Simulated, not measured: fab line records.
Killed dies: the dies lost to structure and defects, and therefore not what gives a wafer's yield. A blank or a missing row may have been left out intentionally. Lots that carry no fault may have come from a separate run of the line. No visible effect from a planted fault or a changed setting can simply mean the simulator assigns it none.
The tool behind it: which one? / flow gf180mcu / Sampling: 12 lots, 36 wafers, 2 of 602 route steps

## WHAT THE GAUGES SHOWED, per wafer
GF_VT_IMPLANT_OVL_MEAS_40.
lot=L852; measured=day 7 11:08; on=overlay-01; VT_IMPLANT_03_OVL (nm)=-2.5 -0.2 0.7
lot=L855; measured=day 8 07:54; on=overlay-01; VT_IMPLANT_03_OVL (nm)=0.3 -0.1 0.1
lot=L856; measured=day 8 13:21; on=overlay-02; VT_IMPLANT_03_OVL (nm)=-1.1 -0.9 -2.7
lot=L858; measured=day 9 04:06; on=overlay-02; VT_IMPLANT_03_OVL (nm)=-2.4 -1.2 -1.2
lot=L859; measured=day 9 12:25; on=overlay-01; VT_IMPLANT_03_OVL (nm)=-0.5 -0.6 -1.1
lot=L861; measured=day 9 23:46; on=overlay-01; VT_IMPLANT_03_OVL (nm)=0.5 -2.9 -0.8
lot=L863; measured=day 10 14:22; on=overlay-02; VT_IMPLANT_03_OVL (nm)=-2.1 0.8 -2.2
lot=L867; measured=day 11 19:46; on=overlay-01; VT_IMPLANT_03_OVL (nm)=-1.3 -1.4 -1.0
lot=L868; measured=day 12 00:13; on=overlay-01; VT_IMPLANT_03_OVL (nm)=0.1 0.2 1.5
lot=L872; measured=day 13 04:43; on=overlay-02; VT_IMPLANT_03_OVL (nm)=-1.6 -0.7 -0.5
lot=L873; measured=day 13 11:22; on=overlay-01; VT_IMPLANT_03_OVL (nm)=-0.7 0.4 -1.4
lot=L875; measured=day 14 03:40; on=overlay-02; VT_IMPLANT_03_OVL (nm)=0.7 2.0 -0.6

## TOOL THAT RAN EACH LOT (tool first, then ch and the chambers of the sampled wafers, then the start)
lot=L852; GF_STI_CMP_25=cmp-01 ch 1,2,3, day 2 02:55
lot=L855; GF_STI_CMP_25=cmp-02 ch 0,1,3, day 2 18:53
lot=L856; GF_STI_CMP_25=cmp-01 ch 1,2,3, day 3 00:07
lot=L858; GF_STI_CMP_25=cmp-01 ch 1,2, day 3 09:44
lot=L859; GF_STI_CMP_25=cmp-01 ch 0,2,3, day 3 15:37
lot=L861; GF_STI_CMP_25=cmp-01 ch 1,2, day 4 01:44
lot=L863; GF_STI_CMP_25=cmp-02 ch 1,2,3, day 4 13:51
lot=L867; GF_STI_CMP_25=cmp-01 ch 2,3, day 5 08:57
lot=L868; GF_STI_CMP_25=cmp-02 ch 0,1, day 5 14:40
lot=L872; GF_STI_CMP_25=cmp-02 ch 0,1, day 6 11:04
lot=L873; GF_STI_CMP_25=cmp-01 ch 0,1,3, day 6 15:42
lot=L875; GF_STI_CMP_25=cmp-01 ch 0,1,3, day 7 04:31
- GF_STI_CMP_25: polishes, stops on Si3N4, t overpolish 33 s, target thk 524.6 nm.

## AS READ BY THE TOOLS THEMSELVES (means over the sampled wafers that have a number; for cases with no such wafer, the mark the record gives instead)
GF_STI_CMP_25.
lot=L852; tool=cmp-01; motor_current_A (A)=12.3; overpolish_run_s (s)=33.000; time_to_endpoint_s (s)=124
lot=L855; tool=cmp-02; motor_current_A (A)=12.9; overpolish_run_s (s)=32.998; time_to_endpoint_s (s)=130
lot=L856; tool=cmp-01; motor_current_A (A)=12.7; overpolish_run_s (s)=33.002; time_to_endpoint_s (s)=127
lot=L858; tool=cmp-01; motor_current_A (A)=12.6; overpolish_run_s (s)=32.993; time_to_endpoint_s (s)=123
lot=L859; tool=cmp-01; motor_current_A (A)=11.7; overpolish_run_s (s)=33.007; time_to_endpoint_s (s)=117
lot=L861; tool=cmp-01; motor_current_A (A)=12.1; overpolish_run_s (s)=33.001; time_to_endpoint_s (s)=119
lot=L863; tool=cmp-02; motor_current_A (A)=13.2; overpolish_run_s (s)=32.995; time_to_endpoint_s (s)=121
lot=L867; tool=cmp-01; motor_current_A (A)=12.6; overpolish_run_s (s)=33.003; time_to_endpoint_s (s)=122
lot=L868; tool=cmp-02; motor_current_A (A)=13.0; overpolish_run_s (s)=32.995; time_to_endpoint_s (s)=121
lot=L872; tool=cmp-02; motor_current_A (A)=12.8; overpolish_run_s (s)=32.996; time_to_endpoint_s (s)=121
lot=L873; tool=cmp-01; motor_current_A (A)=11.9; overpolish_run_s (s)=32.999; time_to_endpoint_s (s)=124
lot=L875; tool=cmp-01; motor_current_A (A)=11.8; overpolish_run_s (s)=33.000; time_to_endpoint_s (s)=128

## THE ANSWER, worked out from the rows above alone
Rule: the lots themselves supply what counts as usual. The widest of any qualifying gaps counts: lots, ordered by their means at a reading, are off when they make up no more than a third of the lots, leave a main group of 4 or more, and stand apart from it by 3 or more times the standard deviation of that group's means. The tables above print the reading to a certain number of digits; a main group whose means all agree to those digits is not used. A lot without any number at a reading at which 4 lots or more have one is off too. All remaining lots with rows at the step are treated as sound. Order of review: gauges by route order, followed by the tools' own readings, for which a lot's mean as printed above is used. At the first step where some lot is off, the reading lying furthest off is the one used; lots without a number count as furthest.
None of the lots is off at any reading shown; this tells nothing.

## WHAT THE SIMULATOR PUT IN
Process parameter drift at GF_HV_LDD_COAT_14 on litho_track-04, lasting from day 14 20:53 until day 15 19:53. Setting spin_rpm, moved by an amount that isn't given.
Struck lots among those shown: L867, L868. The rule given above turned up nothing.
